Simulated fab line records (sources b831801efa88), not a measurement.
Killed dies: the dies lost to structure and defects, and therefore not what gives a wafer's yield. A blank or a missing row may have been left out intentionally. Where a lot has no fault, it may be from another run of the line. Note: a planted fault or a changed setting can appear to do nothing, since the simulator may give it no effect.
Code-filled problem report in 8D (eight disciplines) form :: flow gf180mcu :: the parts of the form that need people (team, actions taken, sign-off) are left out

1. PROBLEM STATEMENT
Across 6 wafers from 2 lots, HV_LDD_4_TW at GF_HV_LDD_TW_MEAS_50 averages 546.6, while fault-free wafers read 568.5 with a standard deviation of 2.8. That puts it -7.8 standard deviations away from the usual mean.
The first sign was on wafer L833.1 at day 18 09:04, on film-metro-02. The record holds 39 wafers of 13 lots with a number at this step. By rule, "out" or "out of limits" means more than 4 standard deviations away from the usual mean. Any other wafer with a number is counted as sound.

2. WHAT THIS IS AND IS NOT
question: which readings at this step
is: HV_LDD_4_TW
is not: -

question: which lots
is: L833, L835
is not: L817, L818, L819, L820, L821, L825, L826, L831, L834, L838, L839

question: which wafers of those lots
is: all that have a number
is not: -

question: read on which gauges
is: film-metro-02
is not: film-metro-01, film-metro-04

question: when
is: from day 18 09:04
is not: up to then (24 sound wafers); but 9 sound wafers of L834, L838, L839 came after

3. THE SUSPECTS, EACH WITH WHAT RULES IT OUT
Counting: a tool at a process step up to the reading stays a suspect if it ran every lot that is out and no sound lot after the first of them.
- the gauge at GF_HV_LDD_TW_MEAS_50 has been ruled out. All the wafers that are out were read on film-metro-02, but those of them that GF_HV_LDD_IMPLANT_48 has rows for are out there too, on other tools.
- implanter-04 at GF_HV_LDD_IMPLANT_48: kept. It processed each lot that is out, first L833 at day 18 08:49, and no sound lot thereafter; up to then, the last sound lot it processed was L831 at day 18 04:36. Its own beam-energy-keV readings are out on those wafers.
The count leaves implanter-04 at GF_HV_LDD_IMPLANT_48.

4. THE CAUSE (what the simulator had put in)
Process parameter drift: implanter-04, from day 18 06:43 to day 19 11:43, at GF_HV_LDD_IMPLANT_48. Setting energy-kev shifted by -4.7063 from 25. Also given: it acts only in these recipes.
This tool alone remained once counting was done.

5. THE CHAIN OF EFFECTS, in route order
Each row: a reading where the mean over the struck wafers with a number is more than 3 standard deviations away from the usual. Only readings whose record carries a usual standard deviation are examined. hours: median over the lots of the time between each lot's start at the first step of this table that gives one and its start at this step. sigmas: the change, counted in usual standard deviations.
hours: 0
step: GF_HV_LDD_IMPLANT_48
reading: beam-energy-keV
usual: 25.000
on struck wafers: 20.296
change: -4.704
sigmas: -99 or more

hours: 0
step: GF_HV_LDD_TW_MEAS_50
reading: HV_LDD_4_TW
usual: 568.5
on struck wafers: 546.6
change: -21.9
sigmas: -7.8
The process steps in it:
- GF_HV_LDD_IMPLANT_48

6. WHAT WOULD HAVE CAUGHT IT SOONER
In this record the first reading out of limits at a measuring or inspecting step was taken at day 18 09:04, 2 hours after the fault began at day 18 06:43.
Tool's own readings at GF_HV_LDD_IMPLANT_48, beam-energy-keV: out on all struck wafers the step has rows for; an alarm limit on them would have tripped on the first.
Among the 2 lots that are out, L835 began GF_HV_LDD_IMPLANT_48 on implanter-04 after day 18 09:04. It would have been spared by a hold on the tool at that moment.
